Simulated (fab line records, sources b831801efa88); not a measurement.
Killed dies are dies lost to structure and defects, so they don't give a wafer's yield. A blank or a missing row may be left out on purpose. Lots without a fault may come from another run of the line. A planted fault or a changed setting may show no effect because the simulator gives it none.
One fault seen from 2 desks | flow sky130 | each desk has only its own numbers; what lay behind them comes last

THE TOOL OWNER'S DESK: pvd_sputter-04
The tool's own readings at SKY_METAL2_SPUTTER_03 (material Ti, target thk 5 nm, time 3.3 s): means of the sampled wafers that have a number, for each lot that ran on this tool. A lot is out of limits, marked OUT, if its mean lies more than 4 standard deviations from the usual mean; the brackets give that distance.
Columns: A = throttle_valve_pct at SKY_METAL2_SPUTTER_03, usual 29.9 %
lot  | first seen here | A
L747 | day 33 19:54    | 28.8
L757 | day 37 12:46    | 29.5
L761 | day 38 06:40    | 30.0
This desk's finding: nothing out of limits on any of the 3 lots.

THE METROLOGY DESK
What the gauges read, lot by lot, whatever tool the lot ran on: means of the sampled wafers that have a number. A lot is out of limits, marked OUT, if its mean lies more than 4 standard deviations from the usual mean; the brackets give that distance.
Columns: A = VIA1_W_RS at SKY_VIA1_RS_MEAS_22, usual 0.426 ohm/sq; B = VIA1_W_THK at SKY_VIA1_THK_MEAS_23, usual 265 nm
lot  | first seen here | A     | B
L747 | day 33 19:20    | 0.423 | 266
L754 | day 36 11:20    | 0.426 | 269
L757 | day 37 12:13    | 0.429 | 261
L761 | day 38 06:07    | 0.420 | 270
L767 | day 40 04:47    | 0.425 | 265
L770 | day 40 15:22    | 0.421 | 265
This desk's finding: nothing out of limits on any of the 6 lots.

PUT TOGETHER
The tool owner's desk saw nothing out of limits.
The metrology desk saw nothing out of limits.

WHAT THE SIMULATOR HAD PUT IN
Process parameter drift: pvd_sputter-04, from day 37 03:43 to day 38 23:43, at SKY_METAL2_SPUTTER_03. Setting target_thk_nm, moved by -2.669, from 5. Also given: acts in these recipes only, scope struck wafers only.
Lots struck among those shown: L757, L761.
